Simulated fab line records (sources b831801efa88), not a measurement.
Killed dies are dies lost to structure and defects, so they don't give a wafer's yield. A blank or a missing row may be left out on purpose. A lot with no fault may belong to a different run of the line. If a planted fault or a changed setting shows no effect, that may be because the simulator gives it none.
Chamber matching | flow sky130 | SKY_CONTACT_ETCH_18 on rie diel-01: 4 sister chambers
The step etches Si3N4 in CHF3/O2, stops on TiN, time 39 s, target depth 75 nm. 4 wafers are shown with their chamber, then 7 later ones without.

== WAFERS WITH THEIR CHAMBER ==
wafer  | chamber | throttle valve pct (%)
L298.2 | 0       | 8.792
L297.1 | 3       | 8.787
L301.4 | 1       | 8.795
L301.5 | 2       | 8.804

== WAFERS WITH NO CHAMBER GIVEN ==
wafer  | throttle valve pct (%)
L301.6 | 8.802
L304.2 | 8.785
L304.5 | 8.790
L304.6 | 8.795
L314.1 | 8.802
L314.2 | 8.781
L314.4 | 8.822

== THE CHAMBER EACH PASSED THROUGH ==
wafer  | from the rows above               | in truth
L301.6 | can't be placed: 2 or 1 or 0 or 3 | 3
L304.2 | can't be placed: 3 or 0 or 1      | 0
L304.5 | can't be placed: 0 or 3 or 1 or 2 | 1
L304.6 | can't be placed: 1 or 0 or 3 or 2 | 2
L314.1 | can't be placed: 2 or 1 or 0 or 3 | 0
L314.2 | can't be placed: 3 or 0 or 1      | 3
L314.4 | can't be placed: 2 or 1 or 0      | 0
0 of 7 placed correctly. Can't be placed from these rows: 7 (the true chamber is among the candidates in 7). 0 placed wrongly.
How it was worked out, from the rows above alone: a wafer's distance from a chamber is the root of the sum, over the readings, of the square of ((its reading less the chamber's mean) divided by the reading's scatter). The wafer belongs to the nearest chamber; if the next one is less than 2 further off, it can't be placed. The mean given for a chamber averages the wafers shown for that chamber. The scatter (one wafer shown for each chamber): square how far every hidden wafer sits from the nearest shown wafer, average those squares and take the square root.
